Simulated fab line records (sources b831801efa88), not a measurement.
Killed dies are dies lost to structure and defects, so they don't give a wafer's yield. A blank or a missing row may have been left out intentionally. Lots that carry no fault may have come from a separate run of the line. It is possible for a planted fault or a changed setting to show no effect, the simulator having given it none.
Matching of chambers    flow gf180mcu    pecvd-02 running GF_V2_CVD_02: 3 sister chambers
The step deposits SiO2 from TEOS, target thk 850 nm, time 94.851 s. 14 wafers are shown with their chamber, then 7 later ones without.

## WAFERS, EACH WITH ITS CHAMBER
wafer   chamber  heater-power-w (W)
L618.1  0        575
L618.4  2        741
L618.5  0        622
L621.2  2        739
L621.3  1        752
L621.6  0        529
L628.4  1        595
L628.5  2        691
L628.6  0        648
L629.1  0        612
L629.2  2        675
L629.6  1        725
L637.1  2        665
L637.2  1        721

SIGNATURES (means of the wafers above)
reading         chamber 0  chamber 1  chamber 2  scatter within a chamber
heater-power-w  597.20     698.25     702.20     50.9
Rule: a wafer lies at a distance from a chamber equal to the root of the sum of squares, over the readings, of (its reading less the chamber's mean, divided by the reading's scatter). If the next closest chamber is less than 2 further off than the closest, the wafer can't be placed; otherwise it belongs to the closest. The scatter is the square root of a quotient: the sum, over the shown wafers, of each reading's squared deviation from its chamber's mean, divided by wafers minus chambers.

## WAFERS MISSING THEIR CHAMBER
wafer   heater-power-w (W)
L637.3  548
L638.2  677
L638.3  695
L638.6  648
L639.3  692
L639.4  706
L639.5  727

## EACH ONE'S CHAMBER
wafer   from the rows above           in truth
L637.3  can't be placed: 0 or 1       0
L638.2  can't be placed: 1 or 2 or 0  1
L638.3  can't be placed: 1 or 2 or 0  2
L638.6  can't be placed: 1 or 0 or 2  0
L639.3  can't be placed: 1 or 2 or 0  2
L639.4  can't be placed: 2 or 1       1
L639.5  can't be placed: 2 or 1       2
Correctly placed: 0 of 7. Unplaceable from these rows: 7, with the true chamber sitting among the candidates in 7. Number placed wrongly: 0.
